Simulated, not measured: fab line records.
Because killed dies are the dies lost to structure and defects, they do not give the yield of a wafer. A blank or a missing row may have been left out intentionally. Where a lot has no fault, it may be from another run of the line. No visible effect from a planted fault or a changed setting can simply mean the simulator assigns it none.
A struck lot beside a sound one	flow gf180mcu	16 out of 602 route steps
Sound: wafers L752.2, L752.5, L752.6. Struck: wafer L759.4. (L759.2, L759.5 of the same lot were not struck and are left out.) The cause comes at the end.
Each step with rows lists, per side, the tool, then ch with its chambers, then its first start. Under that, the readings that differ: sound wafers	struck wafers	difference of the means	sigmas: that difference in standard deviations of wafers without a fault.
alike: readings with means less than 2 such deviations apart, plus words and numbers identical on both sides. not compared: withheld readings, readings lacking a value on some wafer, bounds such as >300 that could conceal the same value, and numbers that have no deviation in the record and whose values overlap.
Wherever a step has rows on one side only, a row that says differs or no value, or a row with sigmas, the two part there. Non-overlapping numbers with no deviation appear without sigmas and do not part them. A reading that every wafer of one side lacks parts them only if that side has two wafers or more.

first, 6 steps without rows for these wafers: GF_M4_HMDS_08 (prime time 60 s); GF_M4_COAT_09 (resist thk 1000 nm); GF_M4_SOFTBAKE_10 (time 60 s); GF_M4_EXPOSE_11 (exposes mask Metal4, target cd 280 nm); GF_M4_PEB_12 (peb time 90 s); GF_M4_DEVELOP_13 (develop time 60 s).
GF_M4_CD_MEAS_14 targets a cd of 280 nm.
  sound on cd-sem-01, day 26 12:43; struck on cd-sem-02, day 28 16:45
reading	sound	struck	difference	sigmas
cd-nm (nm)	280.6 280.6 281.0	277.9	-2.8	-3
GF_M4_OVL_MEAS_15:
  sound on overlay-01, day 26 12:49; struck on overlay-02, day 28 16:51
  alike: M4_OVL
GF_M4_METAL_ETCH_16: etches the open film in Cl2/BCl3, stops on SiO2, target depth 627.5 nm, time 104.6 s.
  sound on rie-metal-03 ch 0,1, day 26 12:50; struck on rie-metal-01 ch 1, day 28 16:53
reading	sound	struck	difference	sigmas
drypump-motor-current-A (A)	5.1 5.1 5.7	6.5	+1.2	+3
  alike: bcl3-flow-sccm, oes-product-au, throttle-valve-pct
  not compared: rf-hours-counter-h
GF_M4_STRIP_17: strips in O2/N2.
  sound on plasma-asher-04 ch 0,1, day 26 12:57; struck on plasma-asher-03 ch 1, day 28 17:00
  alike: drypump-motor-current-A, heater-power-w, oes-product-au, strip-time-to-endpoint-s
  not compared: rf-hours-counter-h
then, 2 steps without rows for these wafers: GF_M4_STRIP_18 (strips in post etch residue remover, time 1200 s); GF_M4_CLEAN_19 (cleans in DIW).
GF_V4_CVD_00: deposits SiO2, target thk 600 nm, time 100 s.
  sound on hdpcvd-01 ch 0,1, day 26 13:50; struck on hdpcvd-02 ch 0, day 28 17:38
reading	sound	struck	difference	sigmas
sih4-flow-sccm (sccm)	59.79 60.27 59.90	90.04	+30.05	+99 or more
model.SiO2_of_V4_CVD_00.thk-nm (nm)	608.3 606.2 598.4	890.9	+286.6	
GF_V4_THK_MEAS_01:
  sound on film-metro-01, day 26 13:55; struck on film-metro-04, day 28 17:46
reading	sound	struck	difference	sigmas
V4_CVD_00_THK (nm)	608 607 599	891	+286	+41
GF_V4_CVD_02: deposits SiO2 from TEOS, target thk 850 nm, time 94.851 s.
  sound on pecvd-02 ch 0,1,2, day 26 13:58; struck on pecvd-02 ch 1, day 28 17:49
  alike: heater-power-w
GF_PASSIVATION_PROBE_99:
  the record has rows for the sound wafers here (prober-02, day 31 20:19) and none for the struck ones

WHERE THEY PART
At GF_M4_CD_MEAS_14 first; at GF_PASSIVATION_PROBE_99 last (within this record only).

WHY: whatever the simulator had introduced
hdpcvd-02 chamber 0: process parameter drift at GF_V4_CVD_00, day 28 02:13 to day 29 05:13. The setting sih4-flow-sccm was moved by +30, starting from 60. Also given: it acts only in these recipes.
